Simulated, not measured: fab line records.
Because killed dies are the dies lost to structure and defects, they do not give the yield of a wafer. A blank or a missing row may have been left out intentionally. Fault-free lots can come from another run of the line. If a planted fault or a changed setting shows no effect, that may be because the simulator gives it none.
Problem report, 8D (eight disciplines) form, completed by code :: flow gf180mcu :: the parts of the form that need people (team, actions taken, sign-off) are left out

1. THE ISSUE
Wafers free of any fault read -0.2 nm (standard deviation 1.4) for MVSD_OVL at GF_MVSD_OVL_MEAS_07, against a mean of -79.5 nm on 9 wafers of 3 lots. That is -57 standard deviations from the usual mean.
The first sign was on wafer L572.1 at day 6 22:40, on overlay-01. The record has a number at this step for 42 wafers belonging to 14 lots. Rule for "out" (also "out of limits"): further than 4 standard deviations from the usual mean. All remaining wafers that have a number are taken as sound.

2. WHAT IT IS, WHAT IT ISN'T
question: which readings at this step
is: MVSD_OVL
is not: -

question: which lots
is: L572, L573, L574
is not: L562, L563, L564, L567, L575, L577, L578, L581, L582, L584, L585

question: which wafers of those lots
is: all that have a number
is not: -

question: read on which gauges
is: overlay-01
is not: overlay-02

question: when
is: from day 6 22:40
is not: up to then (12 sound wafers); but 21 sound wafers of L575, L577, L578, L581, L582, L584, L585 came after

3. SUSPECTS, AND WHAT RULES EACH OUT
Counting: a tool at any process step up to the reading remains a suspect when it ran all the lots that are out and ran no sound lot after the first of those.
- the gauge at GF_MVSD_OVL_MEAS_07: kept. All the wafers that are out were read on overlay-01, and no step on other tools shows them out.
- iline_stepper-01 at GF_MVSD_EXPOSE_04 (exposes mask MVSD, target cd 1000 nm): kept. Every lot that is out went through it, starting with L572 (day 6 15:13), and after that it ran no sound lot; the last sound lot it ran before then is L567 (day 5 10:23).
The count leaves overlay-01 at GF_MVSD_OVL_MEAS_07 and iline_stepper-01 at GF_MVSD_EXPOSE_04.

4. THE CAUSE (what the simulator had put in)
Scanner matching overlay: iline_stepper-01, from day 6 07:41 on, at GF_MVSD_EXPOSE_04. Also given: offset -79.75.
Counting leaves 2 suspects; this tool is one of them.

5. THE CHAIN OF EFFECTS, in route order
Rows list readings where the struck wafers' mean (over those with a number) sits beyond 3 standard deviations from the usual. Only readings whose record carries a usual standard deviation are examined. hours: median over the lots of the time between each lot's start at the first step of this table that gives one and its start at this step. sigmas: the change, counted in usual standard deviations.
hours: 0
step: GF_MVSD_OVL_MEAS_07
reading: MVSD_OVL
usual: -0.2 nm
on struck wafers: -79.5
change: -79.3
sigmas: -57
Later measuring or inspecting steps at which every struck wafer that the step has a row for has a number for every such reading, and none has moved that far: GF_V1_CD_MEAS_14.

6. HOW IT WOULD HAVE BEEN CAUGHT EARLIER
Counted from the fault's start at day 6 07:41, it took 15 hours until the first out-of-limits reading at a measuring or inspecting step in this record, taken at day 6 22:40.
L574, from the lots that are out (3), started GF_MVSD_EXPOSE_04 on iline_stepper-01 later than day 6 22:40. It would have been spared by a hold on the tool at that moment.
